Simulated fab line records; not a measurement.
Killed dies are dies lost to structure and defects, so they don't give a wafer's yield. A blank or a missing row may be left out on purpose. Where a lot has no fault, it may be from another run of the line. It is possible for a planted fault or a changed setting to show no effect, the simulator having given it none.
2 desks, one fault	flow gf180mcu	each desk holds nothing but its own numbers, with what lay behind them at the end

DESK OF THE TOOL OWNER: implanter-02
The tool's own readings at GF_NSD_IMPLANT_10, given as means over the sampled wafers that have a number, one for each lot that went through this tool. A lot is out of limits, marked OUT, if its mean lies more than 4 standard deviations from the usual mean; the brackets give that distance.
Columns: A = tilt deg at GF_NSD_IMPLANT_10, usual 6.995 degrees
lot	first seen here	A
L302	day 14 03:00	7.004
L317	day 19 09:05	4.948 (-99 or more) OUT
L318	day 19 12:23	4.952 (-99 or more) OUT
Finding of this desk: L317, L318 out of limits; the first was L317 at day 19 09:05, on tilt deg at GF_NSD_IMPLANT_10. Within limits: L302.

FROM THE METROLOGY DESK
Lot by lot, what the gauges showed, no matter which tool ran the lot: averages of those sampled wafers that carry a number. A lot is out of limits, marked OUT, if its mean lies more than 4 standard deviations from the usual mean; the brackets give that distance.
Columns: A = HV_LDD_CVD_56_THK at GF_HV_LDD_THK_MEAS_57, usual 90.5 nm; B = cd nm at GF_NSD_CD_MEAS_07, usual 400.2 nm; C = NSD_OVL at GF_NSD_OVL_MEAS_08, usual -1.0 nm
lot	first seen here	A	B	C
L301	day 12 19:24	91.1	398.1	-2.7
L302	day 13 06:01	90.6	404.3	0.2
L312	day 16 14:59	90.5	401.6	-1.7
L317	day 18 08:37	90.3	401.5	0.0
L318	day 18 12:00	89.5	397.9	-1.9
L322	day 19 21:58	92.4	398.9	-2.6
This desk's verdict: no lot among the 6 shows anything out of limits.

BROUGHT TOGETHER
On L317, L318, at day 19 09:05, an alarm was possible from the tool owner's desk.
The metrology desk saw nothing out of limits.
The metrology desk has L317, L318 on record, within its limits.
Of the lots named, all ran GF_NSD_IMPLANT_10 on implanter-02.

WHAT THE SIMULATOR HAD INSERTED
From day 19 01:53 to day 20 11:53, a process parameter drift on implanter-02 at GF_NSD_IMPLANT_10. A move of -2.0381 in setting tilt deg, from 7. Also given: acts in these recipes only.
Lots struck among those shown: L317, L318.
How many hours passed from the start of the fault until each desk's first out-of-limits reading: the tool owner's desk, 7.
